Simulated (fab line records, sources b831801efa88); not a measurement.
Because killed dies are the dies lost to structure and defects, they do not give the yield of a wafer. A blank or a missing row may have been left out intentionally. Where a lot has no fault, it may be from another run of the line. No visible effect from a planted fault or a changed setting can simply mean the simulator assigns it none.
Which tool is to blame?    flow gf180mcu    7 lots with 21 wafers sampled at 6 steps, on a route of 602 steps

WHAT EACH GAUGE READ, for each wafer
GF_PASSIVATION_BOW_MEAS_14.
lot   measured      on             PASSIVATION_BOW (um)
L612  day 29 09:17  film metro-03  161 162 149
L614  day 30 00:18  film metro-01  131 127 130
L616  day 30 18:04  film metro-03  99 106 109
L618  day 31 05:13  film metro-03  103 91 96
L627  day 33 18:12  film metro-02  144 137 147
L631  day 34 11:46  film metro-03  145 135 125
L633  day 34 22:26  film metro-02  131 138 140

EACH LOT AND THE TOOL THAT RAN IT (in order: tool; ch and the chambers of the sampled wafers; start)
lot   GF_V5_CMP_04                   GF_PASSIVATION_CVD_00            GF_PASSIVATION_CVD_02            GF_PASSIVATION_ETCH_11              GF_PASSIVATION_STRIP_12
L612  cmp-01 ch 1,2,3, day 26 16:38  pecvd-02 ch 0,1,2, day 28 12:04  pecvd-04 ch 0,1,2, day 28 12:12  rie diel-04 ch 1,2,3, day 29 07:27  plasma asher-03 ch 0,1, day 29 07:41
L614  cmp-01 ch 0,1,2, day 27 09:30  pecvd-02 ch 1,2, day 29 03:29    pecvd-01 ch 0,1, day 29 03:37    rie diel-01 ch 0,2, day 29 22:24    plasma asher-02 ch 0,1, day 29 22:38
L616  cmp-02 ch 2,3, day 28 04:36    pecvd-02 ch 0,1, day 29 20:49    pecvd-04 ch 0,1,2, day 29 20:57  rie diel-04 ch 1,3, day 30 16:12    plasma asher-02 ch 0,1, day 30 16:26
L618  cmp-01 ch 0,2,3, day 28 14:36  pecvd-01 ch 0,2, day 30 08:00    pecvd-04 ch 0,1,2, day 30 08:08  rie diel-02 ch 0,1,3, day 31 02:34  plasma asher-03 ch 0,1, day 31 02:48
L627  cmp-02 ch 0,2,3, day 31 11:30  pecvd-04 ch 0,1, day 32 23:54    pecvd-01 ch 0,1,2, day 33 00:08  rie diel-02 ch 1,2, day 33 16:22    plasma asher-03 ch 0,1, day 33 16:36
L631  cmp-01 ch 0,2,3, day 32 08:00  pecvd-01 ch 1,2, day 33 18:05    pecvd-04 ch 0,1, day 33 18:14    rie diel-01 ch 1,2, day 34 09:55    plasma asher-03 ch 0,1, day 34 10:09
L633  cmp-02 ch 0,2,3, day 32 18:15  pecvd-04 ch 0,1,2, day 34 05:37  pecvd-01 ch 0,1, day 34 05:46    rie diel-01 ch 0,2,3, day 34 20:33  plasma asher-04 ch 0,1, day 34 20:49
- GF_V5_CMP_04: polishes SiO2.
- GF_PASSIVATION_CVD_00: deposits SiO2 from TEOS, target thk 1000 nm, time 111.95 s.
- GF_PASSIVATION_CVD_02: deposits Si3N4, target thk 700 nm, time 486.18 s.
- GF_PASSIVATION_ETCH_11: etches the open film in CF4/O2, stops on TiN, target depth 1800 nm, time 400 s.
- GF_PASSIVATION_STRIP_12: strips in O2/N2.

THE ANSWER, worked out from the rows above alone
Rule: the usual values come from the lots themselves. The widest of any qualifying gaps counts: lots, ordered by their means at a reading, are off when they make up no more than a third of the lots, leave a main group of 4 or more, and stand apart from it by 3 or more times the standard deviation of that group's means. Not used: any main group whose means are identical at the precision the tables above print for the reading. A lot without any number at a reading at which 4 lots or more have one is off too. Any other lot the step has rows for is counted as sound.
No lot is off at any reading shown: from this, nothing can be told.

WHAT THE SIMULATOR HAD PUT IN
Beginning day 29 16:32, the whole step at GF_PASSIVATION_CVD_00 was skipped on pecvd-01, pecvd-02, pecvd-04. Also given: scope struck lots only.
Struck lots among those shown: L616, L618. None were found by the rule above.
